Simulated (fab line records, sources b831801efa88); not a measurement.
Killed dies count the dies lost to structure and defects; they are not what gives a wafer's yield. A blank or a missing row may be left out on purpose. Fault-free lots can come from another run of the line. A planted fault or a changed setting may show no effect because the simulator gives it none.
fab line records + flow sky130
[record]
- lots = 7
- wafers = 21
- last_day = 50
route steps=708 shown SONOS_ONO@176 GATE_OXIDE@187
lots with no fault: from the same line, run without faults
start_h: the number of hours between the record's first day and the start of the first shown wafer of the lot + wait_h: how many hours have passed since the lot's step before this one + " identical to the entry in the row above + L1.1+2: one row covering several wafers at once + - no value, or no start given + * or withheld: withheld + < > ~ a bound
route shown NAME@n: NAME is a module with steps in the file, n the number in the route of the first one + usual: the fault-free wafers' mean and standard deviation + same: alike in all rows + chamber/n: place in a boat + sites: each site's reading + _std_site: the values' standard deviation + _edge_site: inner sites' mean taken away from outer sites' mean + radius_mm: for every site, how far away it sits from the centre of the wafer + mask NAME#n: copy n + behind: tool/chamber where the wafer was last shaped + hold: the reason the lot was held/the length of the hold in hours/how it ended + device: names the non-switching transistor (n, p or np) + end of line: tests of these same wafers at the route's end + a step without rows: its recipe alone + killed: dies lost to structure and defects at the first sort, not the wafer's yield + map: dies across one wafer; x = killed, . = not, _ = none there
set.NAME: the setting that was run; set.NAME@STEP: the one run at that earlier step + model.NAME: the simulator's own value behind a step, which no gauge read
lots at selected steps of the route; one table per step, one row per wafer
services: from which hour (start_h, from the record's first day; less than 0 if before it) a tool's chamber was out of use, for how many hours, and why
[[steps]]
[step SKY_SONOS_ONO_COAT_08]
[recipe]
- resist = NOVOLAK
- spin_rpm = 3000
- resist_thk_nm = 1140
[step SKY_SONOS_ONO_SOFTBAKE_09]
[recipe]
- temp_c = 90
- time_s = 60
- resist = NOVOLAK
[step SKY_SONOS_ONO_EXPOSE_10]
[recipe]
- mask_id = ONOM
- target_cd_nm = 410
- na = 0.6
- source_shape = conventional
- sigma_outer = 0.6
- dose_mj = 150
[step SKY_SONOS_ONO_PEB_11]
[recipe]
- temp_c = withheld
- time_s = *
- resist = NOVOLAK
[step SKY_SONOS_ONO_DEVELOP_12]
[recipe]
- develop_time_s = 60
- dev_temp_c = 23
[step SKY_SONOS_ONO_CD_MEAS_13]
[recipe]
- target_cd_nm = 410
[usual]
- cd_nm = 410.5/2
| lot.wafer | tool      | chamber | start_h | wait_h | cd_nm |
|-----------|-----------|---------|---------|--------|-------|
| L674.2    | cd_sem-02 | -       | 293.27  | 0.1    | 411.0 |
| L674.3    | "         | -       | "       | "      | 411.5 |
| L674.6    | "         | -       | "       | "      | 411.3 |
| L675.1    | cd_sem-01 | -       | 294.72  | 0.1    | 411.3 |
| L675.4    | "         | -       | "       | "      | 410.6 |
| L675.5    | "         | -       | "       | "      | 411.0 |
| L689.2    | cd_sem-01 | -       | 405.57  | 0.1    | 407.7 |
| L689.3    | "         | -       | "       | "      | 409.0 |
| L689.5    | "         | -       | "       | "      | 407.3 |
| L690.3    | cd_sem-01 | -       | 409.26  | 0.1    | 413.8 |
| L690.4    | "         | -       | "       | "      | 414.2 |
| L690.5    | "         | -       | "       | "      | 413.9 |
| L691.2    | cd_sem-02 | -       | 425.74  | 0.1    | 414.7 |
| L691.4    | "         | -       | "       | "      | 413.8 |
| L691.5    | "         | -       | "       | "      | 413.5 |
| L694.1    | cd_sem-01 | -       | 443.07  | 0.1    | 409.9 |
| L694.2    | "         | -       | "       | "      | 410.8 |
| L694.3    | "         | -       | "       | "      | 409.5 |
| L697.2    | cd_sem-02 | -       | 479.94  | 0.1    | 407.3 |
| L697.4    | "         | -       | "       | "      | 410.1 |
| L697.5    | "         | -       | "       | "      | 410.4 |
[step SKY_SONOS_ONO_OVL_MEAS_14]
[usual]
- SONOS_ONO_OVL = -1.0/1.2
| lot.wafer | tool       | chamber | start_h | wait_h | SONOS_ONO_OVL[nm] |
|-----------|------------|---------|---------|--------|-------------------|
| L674.2    | overlay-01 | -       | 293.38  | 0.1    | 0.1               |
| L674.3    | "          | -       | "       | "      | 0.4               |
| L674.6    | "          | -       | "       | "      | -0.5              |
| L675.1    | overlay-02 | -       | 294.84  | 0.1    | -0.5              |
| L675.4    | "          | -       | "       | "      | -1.4              |
| L675.5    | "          | -       | "       | "      | -0.4              |
| L689.2    | overlay-01 | -       | 405.68  | 0.1    | -2.0              |
| L689.3    | "          | -       | "       | "      | -1.7              |
| L689.5    | "          | -       | "       | "      | -1.5              |
| L690.3    | overlay-02 | -       | 409.36  | 0.1    | -1.4              |
| L690.4    | "          | -       | "       | "      | -0.7              |
| L690.5    | "          | -       | "       | "      | 0.8               |
| L691.2    | overlay-02 | -       | 425.85  | 0.1    | 0.0               |
| L691.4    | "          | -       | "       | "      | 0.6               |
| L691.5    | "          | -       | "       | "      | -1.0              |
| L694.1    | overlay-02 | -       | 443.19  | 0.1    | -1.1              |
| L694.2    | "          | -       | "       | "      | -1.4              |
| L694.3    | "          | -       | "       | "      | -2.3              |
| L697.2    | overlay-01 | -       | 480.05  | 0.1    | -1.5              |
| L697.4    | "          | -       | "       | "      | -1.1              |
| L697.5    | "          | -       | "       | "      | -0.6              |
[step SKY_SONOS_ONO_ETCH_15]
[recipe]
- target_depth_nm = 19.52
- chemistry = CHF3/O2
- source_w = 600
- bias_w = 200
- pressure_mtorr = 40
- chf3_flow_sccm = 50
- O2_flow_sccm = 5
- time_s = 7.8
[usual]
- bias_w = 200.0/0.62
- chamber_pressure_mTorr = 40.00/0.033
- drypump_motor_current_A = 5.4/0.39
- oes_product_au = 1.000/0.0089
- throttle_valve_pct = 8.825/0.0096
| lot.wafer | tool        | chamber | start_h | wait_h | bias_w | chamber_pressure_mTorr | drypump_motor_current_A | oes_product_au | rf_hours_counter_h | throttle_valve_pct |
|-----------|-------------|---------|---------|--------|--------|------------------------|-------------------------|----------------|--------------------|--------------------|
| L674.2    | rie_diel-02 | 0       | 293.41  | 0.0    | 201.5  | 40.02                  | 5.1                     | 0.989          | 6                  | 8.841              |
| L674.3    | "           | 2       | "       | "      | 199.5  | 39.98                  | 5.2                     | 1.021          | 1                  | 8.837              |
| L674.6    | "           | 0       | "       | "      | 201.4  | 40.00                  | 5.1                     | 1.003          | -                  | 8.822              |
| L675.1    | rie_diel-04 | 2       | 294.88  | 0.0    | 201.1  | 39.99                  | 5.5                     | 0.993          | 36                 | 8.825              |
| L675.4    | "           | 3       | "       | "      | 200.1  | 40.02                  | 4.7                     | 1.004          | 108                | 8.831              |
| L675.5    | "           | 1       | "       | "      | 200.9  | 39.98                  | 5.3                     | 0.994          | -                  | 8.820              |
| L689.2    | rie_diel-04 | 1       | 405.71  | 0.0    | 199.7  | 39.97                  | 5.3                     | 0.995          | 3                  | 8.818              |
| L689.3    | "           | 0       | "       | "      | 200.1  | 39.94                  | 5.2                     | 1.009          | 1                  | 8.815              |
| L689.5    | "           | 3       | "       | "      | 201.0  | 39.99                  | 4.7                     | 1.005          | -                  | 8.827              |
| L690.3    | rie_diel-03 | 0       | 409.38  | 0.0    | 199.7  | 39.98                  | 5.8                     | 0.998          | 11                 | 8.839              |
| L690.4    | "           | 1       | "       | "      | 200.2  | 39.97                  | 5.4                     | 1.011          | 51                 | 8.825              |
| L690.5    | "           | 1       | "       | "      | 200.1  | 40.03                  | 5.4                     | 1.012          | -                  | 8.842              |
| L691.2    | rie_diel-04 | 2       | 425.88  | 0.0    | 200.5  | 40.00                  | 5.5                     | 1.003          | 38                 | 8.812              |
| L691.4    | "           | 2       | "       | "      | 201.0  | 40.04                  | 5.5                     | 1.001          | -                  | 8.836              |
| L691.5    | "           | 1       | "       | "      | 200.3  | 39.96                  | 5.3                     | 0.989          | -                  | 8.826              |
| L694.1    | rie_diel-02 | 1       | 443.23  | 0.0    | 200.0  | 40.05                  | 6.3                     | 0.994          | 91                 | 8.830              |
| L694.2    | "           | 3       | "       | "      | 200.2  | 40.00                  | 5.2                     | 1.005          | 53                 | 8.800              |
| L694.3    | "           | 0       | "       | "      | 200.5  | 39.98                  | 5.1                     | 0.986          | 9                  | 8.826              |
| L697.2    | rie_diel-02 | 0       | 480.08  | 0.0    | 200.3  | 39.94                  | 5.1                     | 0.987          | 9                  | 8.838              |
| L697.4    | "           | 0       | "       | "      | 200.4  | 40.03                  | 5.1                     | 0.991          | -                  | 8.830              |
| L697.5    | "           | 3       | "       | "      | 199.4  | 40.00                  | 5.2                     | 1.002          | -                  | 8.828              |
[step SKY_SONOS_ONO_WET_ETCH_16]
[recipe]
- chemistry = dHF
- target_depth_nm = 14
- dry = n2_spin
- target = SiO2
- dilution = 100:1
- temp_c = 25
- time_s = 280
[step SKY_SONOS_ONO_STRIP_17]
[recipe]
- chemistry = O2/N2
- power_w = 1400
- pressure_mtorr = 1500
- platen_temp_c = withheld
- o2_flow_sccm = 3000
- n2_flow_sccm = 300
- overash_fraction = 0.5
[usual]
- chamber_pressure_mTorr = 1500.1/1.4
- drypump_motor_current_A = 6.0/0.51
- oes_product_au = 0.710/0.0043
- strip_time_to_endpoint_s = 14.09/0.036
| lot.wafer | tool            | chamber | start_h | wait_h | chamber_pressure_mTorr | drypump_motor_current_A | oes_product_au | rf_hours_counter_h | strip_time_to_endpoint_s |
|-----------|-----------------|---------|---------|--------|------------------------|-------------------------|----------------|--------------------|--------------------------|
| L674.2    | plasma_asher-02 | 0       | 293.52  | 0.0    | 1499.0                 | 5.0                     | 0.707          | 48                 | 14.09                    |
| L674.3    | "               | 0       | "       | "      | 1500.2                 | 5.0                     | 0.705          | -                  | 14.08                    |
| L674.6    | "               | 1       | "       | "      | 1500.9                 | 6.1                     | 0.716          | -                  | 14.10                    |
| L675.1    | plasma_asher-01 | 1       | 294.99  | 0.0    | 1500.3                 | 5.8                     | 0.716          | 18                 | 14.12                    |
| L675.4    | "               | 0       | "       | "      | 1500.8                 | 6.6                     | 0.716          | -                  | 14.08                    |
| L675.5    | "               | 1       | "       | "      | 1500.9                 | 5.8                     | 0.710          | -                  | 14.13                    |
| L689.2    | plasma_asher-03 | 0       | 405.82  | 0.0    | 1500.3                 | 5.9                     | 0.706          | 69                 | 14.06                    |
| L689.3    | "               | 0       | "       | "      | 1500.7                 | 5.9                     | 0.711          | -                  | 14.09                    |
| L689.5    | "               | 0       | "       | "      | 1500.5                 | 5.9                     | 0.706          | -                  | 14.09                    |
| L690.3    | plasma_asher-03 | 0       | 409.52  | 0.0    | 1499.8                 | 5.9                     | 0.704          | -                  | 14.11                    |
| L690.4    | "               | 1       | "       | "      | 1498.7                 | 6.2                     | 0.706          | -                  | 14.10                    |
| L690.5    | "               | 1       | "       | "      | 1499.4                 | 6.2                     | 0.704          | -                  | 14.09                    |
| L691.2    | plasma_asher-01 | 0       | 425.99  | 0.0    | 1498.1                 | 6.7                     | 0.715          | 32                 | 14.13                    |
| L691.4    | "               | 0       | "       | "      | 1502.7                 | 6.6                     | 0.711          | -                  | 14.10                    |
| L691.5    | "               | 0       | "       | "      | 1502.0                 | 6.6                     | 0.713          | -                  | 14.10                    |
| L694.1    | plasma_asher-01 | 0       | 443.34  | 0.0    | 1501.1                 | 6.7                     | 0.711          | 35                 | 14.11                    |
| L694.2    | "               | 1       | "       | "      | 1498.5                 | 5.8                     | 0.704          | 35                 | 14.11                    |
| L694.3    | "               | 0       | "       | "      | 1499.0                 | 6.7                     | 0.708          | -                  | 14.09                    |
| L697.2    | plasma_asher-01 | 1       | 480.19  | 0.0    | 1500.8                 | 5.8                     | 0.711          | 38                 | 14.12                    |
| L697.4    | "               | 0       | "       | "      | 1501.4                 | 6.6                     | 0.708          | -                  | 14.14                    |
| L697.5    | "               | 1       | "       | "      | 1501.5                 | 5.8                     | 0.716          | -                  | 14.14                    |
[step SKY_SONOS_ONO_WET_ETCH_18]
[recipe]
- chemistry = H3PO4
- target_depth_nm = 15
- target = Si3N4
- temp_c = 160
- time_s = 172
[step SKY_GATE_OXIDE_CLEAN_00]
[recipe]
- chemistry = SC1/SC2
- mix = 1:4:20
- temp_c = 70
- time_s = 150
- dry = n2_spin
[step SKY_GATE_OXIDE_OXIDATION_01]
[recipe]
- temp_c = 900
- ambient = O2
- stabilise_s = 600
- purge_s = 300
- target_thk_a = 102.68
- ox_time_s = 1473
[usual]
- ox_temp_c = 900.0/0.39
- ox_temp_c_max = 904.5/0.85
- spike_tc_centre_C = 899.9/2
- zone_power_centre_pct = 19.4/0.63
| lot.wafer | tool       | chamber | start_h | wait_h | ox_temp_c | ox_temp_c_max | spike_tc_centre_C | zone_power_centre_pct |
|-----------|------------|---------|---------|--------|-----------|---------------|-------------------|-----------------------|
| L674.2    | furnace-01 | 0       | 294.28  | 0.5    | 899.7     | 904.8         | 899.7             | 18.8                  |
| L674.3    | "          | 0       | "       | "      | 900.3     | 903.5         | 898.6             | 19.0                  |
| L674.6    | "          | 0       | "       | "      | 900.4     | 904.1         | 900.8             | 19.0                  |
| L675.1    | furnace-02 | 0       | 296.26  | 1.1    | 900.5     | 904.3         | 901.8             | 20.1                  |
| L675.4    | "          | 0       | "       | "      | 899.2     | 904.1         | 902.0             | 19.8                  |
| L675.5    | "          | 0       | "       | "      | 900.4     | 905.4         | 900.9             | 19.6                  |
| L689.2    | furnace-02 | -       | 406.63  | 0.6    | -         | -             | -                 | -                     |
| L689.3    | "          | -       | "       | "      | -         | -             | -                 | -                     |
| L689.5    | "          | -       | "       | "      | -         | -             | -                 | -                     |
| L690.3    | furnace-02 | -       | 410.89  | 1.2    | -         | -             | -                 | -                     |
| L690.4    | "          | -       | "       | "      | -         | -             | -                 | -                     |
| L690.5    | "          | -       | "       | "      | -         | -             | -                 | -                     |
| L691.2    | furnace-02 | -       | 427.49  | 1.3    | -         | -             | -                 | -                     |
| L691.4    | "          | -       | "       | "      | -         | -             | -                 | -                     |
| L691.5    | "          | -       | "       | "      | -         | -             | -                 | -                     |
| L694.1    | furnace-01 | 0       | 444.31  | 0.8    | 899.4     | 905.2         | 898.0             | 18.8                  |
| L694.2    | "          | 0       | "       | "      | 899.6     | 903.3         | 899.7             | 19.0                  |
| L694.3    | "          | 0       | "       | "      | 899.4     | 904.2         | 897.1             | 18.7                  |
| L697.2    | furnace-01 | 0       | 480.39  | 0.0    | 899.9     | 904.7         | 897.7             | 18.7                  |
| L697.4    | "          | 0       | "       | "      | 900.1     | 904.3         | 897.5             | 19.1                  |
| L697.5    | "          | 0       | "       | "      | 900.0     | 903.7         | 899.1             | 18.9                  |
[step SKY_GATE_OXIDE_DEHYDRATE_03]
[recipe]
- temp_c = 200
- time_s = 60
[[services]]
| tool            | chamber | start_h | hours | kind   |
|-----------------|---------|---------|-------|--------|
| rie_diel-02     | 3       | 271.33  | 3.1   | repair |
| rie_diel-04     | 2       | 297.76  | 2.1   | repair |
| plasma_asher-03 | -       | 306.54  | 2.8   | pm     |
| rie_diel-02     | 0       | 334.26  | 8.1   | repair |
| rie_diel-04     | 1       | 334.97  | 4.6   | repair |
| furnace-01      | -       | 337.88  | 4.4   | repair |
| rie_diel-02     | 2       | 345.49  | 1.3   | repair |
| furnace-02      | -       | 356.05  | 3.6   | pm     |
| rie_diel-04     | 2       | 360.39  | 7.6   | repair |
| furnace-02      | -       | 364.29  | 3.4   | pm     |
| furnace-02      | -       | 379.41  | 10.1  | pm     |
| plasma_asher-03 | -       | 381.66  | 4.0   | pm     |
| rie_diel-04     | -       | 382.19  | 0.2   | repair |
| rie_diel-03     | 1       | 397.16  | 7.1   | repair |
| plasma_asher-02 | -       | 403.98  | 2.8   | pm     |
| plasma_asher-02 | -       | 415.85  | 15.6  | pm     |
| plasma_asher-03 | -       | 420.25  | 15.6  | pm     |
| rie_diel-04     | 3       | 420.27  | 34.9  | repair |
| rie_diel-03     | 1       | 420.92  | 3.5   | repair |
| rie_diel-02     | 0       | 425.87  | 2.5   | repair |
| plasma_asher-03 | -       | 435.85  | 9.0   | pm     |
| rie_diel-04     | 0       | 438.74  | 4.3   | repair |
| rie_diel-02     | 2       | 470.62  | 9.8   | repair |
| plasma_asher-02 | -       | 478.57  | 10.8  | repair |
[[key]]
[first_sign]
- step = SKY_GATE_OXIDE_OXIDATION_01
- reading = tool_record
- direction = missing
effect none on later readings
met_at SKY_GATE_OXIDE_OXIDATION_01
struck_wafers L689.2,L689.3,L689.5,L690.3,L690.4,L690.5,L691.2,L691.4,L691.5
later_rows_left_out L689.2,L689.3,L689.5,L690.3,L690.4,L690.5,L691.2,L691.4,L691.5
sort_left_out L689.2,L689.3,L689.5,L690.3,L690.4,L690.5,L691.2,L691.4,L691.5
tester_left_out L689,L690,L691
onset_between 296.26 406.63
[fault]
- kind = skipped_step_whole
- tool = furnace-02
- chamber = -
- onset_h = 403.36
- steps = SKY_GATE_OXIDE_OXIDATION_01
- scope = struck_lots_only
// tester_left_out: of these lots the tester's yield and bins aren't shown, on N5 and GAA mostly nor the transistor test; their killed dies are dies lost to structure and defects alone, not to doping, threshold or leakage, so they don't give the yield
// sort_left_out: the simulated sort isn't trusted on such a fault, so these wafers' sort isn't shown, and their yield isn't known
// later_rows_left_out: the simulator's readings of these wafers behind a module that went badly wrong aren't trusted and aren't shown, but for the sort
